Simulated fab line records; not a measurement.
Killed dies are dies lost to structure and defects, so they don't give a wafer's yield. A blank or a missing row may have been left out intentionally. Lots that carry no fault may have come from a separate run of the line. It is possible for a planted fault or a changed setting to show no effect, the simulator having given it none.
Which of the tools did it? ; flow gf180mcu ; Sampling: 13 lots, 39 wafers, 4 of 602 route steps

## WHAT EACH GAUGE READ, for each wafer
GF_V1_THK_MEAS_25: measures by xrf.
lot;measured;on;V1_W_THK (nm)
L901;day 18 09:52;film-metro-02;351 352 357
L902;day 18 15:47;film-metro-01;359 366 361
L903;day 19 11:18;film-metro-01;361 358 357
L904;day 19 18:38;film-metro-02;353 353 351
L906;day 20 12:17;film-metro-02;364 365 365
L913;day 23 00:31;film-metro-01;351 354 352
L914;day 23 06:44;film-metro-02;352 356 360
L915;day 23 20:53;film-metro-03;362 359 358
L916;day 23 23:00;film-metro-01;353 351 351
L917;day 24 04:54;film-metro-01;360 358 356
L918;day 24 14:16;film-metro-02;346 346 352
L919;day 24 23:13;film-metro-01;362 373 376
L921;day 25 13:25;film-metro-01;358 355 356

GF_M2_CD_MEAS_14: the cd target is 280 nm.
lot;measured;on;cd-nm (nm)
L901;day 19 10:47;cd-sem-02;278.7 279.7 281.4
L902;day 19 16:55;cd-sem-01;277.9 279.9 279.3
L903;day 20 11:57;cd-sem-02;278.2 278.2 278.8
L904;day 20 18:38;cd-sem-02;279.1 279.2 278.0
L906;day 21 13:04;cd-sem-01;280.0 279.5 279.5
L913;day 23 23:31;cd-sem-01;278.1 277.1 279.6
L914;day 24 05:34;cd-sem-02;273.8 274.2 272.5
L915;day 24 19:20;cd-sem-02;273.8 273.8 274.5
L916;day 24 21:21;cd-sem-02;281.7 281.7 281.3
L917;day 25 03:21;cd-sem-01;278.1 278.5 278.0
L918;day 25 12:10;cd-sem-01;281.7 281.6 283.1
L919;day 25 21:44;cd-sem-02;278.7 280.1 279.0
L921;day 26 11:25;cd-sem-02;279.5 279.9 279.1

GF_V2_THK_MEAS_03.
lot;measured;on;V2_CVD_02_THK (nm)
L901;day 19 11:48;film-metro-02;840 831 843
L902;day 19 18:27;film-metro-04;839 843 853
L903;day 20 12:59;film-metro-04;862 872 861
L904;day 20 19:40;film-metro-04;839 849 862
L906;day 21 14:05;film-metro-02;852 844 853
L913;day 24 00:32;film-metro-04;824 837 849
L914;day 24 06:40;film-metro-02;842 862 855
L915;day 24 20:19;film-metro-02;856 868 847
L916;day 24 22:25;film-metro-04;846 864 863
L917;day 25 04:22;film-metro-03;831 841 867
L918;day 25 13:11;film-metro-03;833 844 857
L919;day 25 22:49;film-metro-04;873 856 867
L921;day 26 12:30;film-metro-02;848 865 854

## EACH LOT AND THE TOOL THAT RAN IT (in order: tool; ch and the chambers of the sampled wafers; start)
lot;GF_M2_PEB_12
L901;litho-track-03 ch 0, day 19 10:26
L902;litho-track-02 ch 0, day 19 16:34
L903;litho-track-01 ch 0, day 20 11:36
L904;litho-track-02 ch 0, day 20 18:18
L906;litho-track-03 ch 0, day 21 12:43
L913;litho-track-01 ch 0, day 23 23:11
L914;litho-track-03 ch 0, day 24 05:13
L915;litho-track-03 ch 0, day 24 19:01
L916;litho-track-01 ch 0, day 24 21:00
L917;litho-track-01 ch 0, day 25 03:00
L918;litho-track-02 ch 0, day 25 11:49
L919;litho-track-01 ch 0, day 25 21:25
L921;litho-track-01 ch 0, day 26 11:05
- GF_M2_PEB_12: peb time 90 s.

## AS READ BY THE TOOLS THEMSELVES (means over the sampled wafers that have a number; for cases with no such wafer, the mark the record gives instead)
GF_M2_PEB_12.
lot;tool;heater-power-total-W (W)
L901;litho-track-03;85.71
L902;litho-track-02;85.73
L903;litho-track-01;85.69
L904;litho-track-02;85.71
L906;litho-track-03;85.61
L913;litho-track-01;85.71
L914;litho-track-03;85.66
L915;litho-track-03;85.72
L916;litho-track-01;85.67
L917;litho-track-01;85.68
L918;litho-track-02;85.61
L919;litho-track-01;85.72
L921;litho-track-01;85.72

## THE ANSWER, worked out from the rows above alone
Rule: the usual values come from the lots themselves. Put in order of their means at a reading, lots are off if they are a third of the lots or fewer, leave a main group of 4 or more, and stand apart from it by a gap of 3 or more times the standard deviation of the main group's means; of several such gaps the widest counts. A main group whose means are all the same, to the digits that the tables above print for the reading, isn't used. Also off: a lot with no number at a reading for which 4 or more lots have one. All remaining lots with rows at the step are treated as sound. Order of review: gauges by route order, followed by the tools' own readings, for which a lot's mean as printed above is used. At the first step where some lot is off, the reading lying furthest off is the one used; lots without a number count as furthest.
Off, at GF_M2_CD_MEAS_14 on cd-nm: L914, L915. For the main group the mean is 279.5 nm and the standard deviation 1.2.
If a tool, at a process step before that reading, ran all the lots that are off and no sound lot after the first of them, it fits. Those tools and the gauges at GF_M2_CD_MEAS_14 are tried in the same way. One fits: litho-track-03 at GF_M2_PEB_12. Its last sound lot is L906 (day 21 12:43), its first lot that is off L914 (day 24 05:13): a fault that began between those two fits.

## WHAT HAD BEEN PUT IN BY THE SIMULATOR
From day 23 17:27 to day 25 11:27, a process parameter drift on litho-track-03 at GF_M2_PEB_12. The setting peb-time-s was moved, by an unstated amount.
Struck lots among those shown: L914, L915. This agrees with what the rule above found.
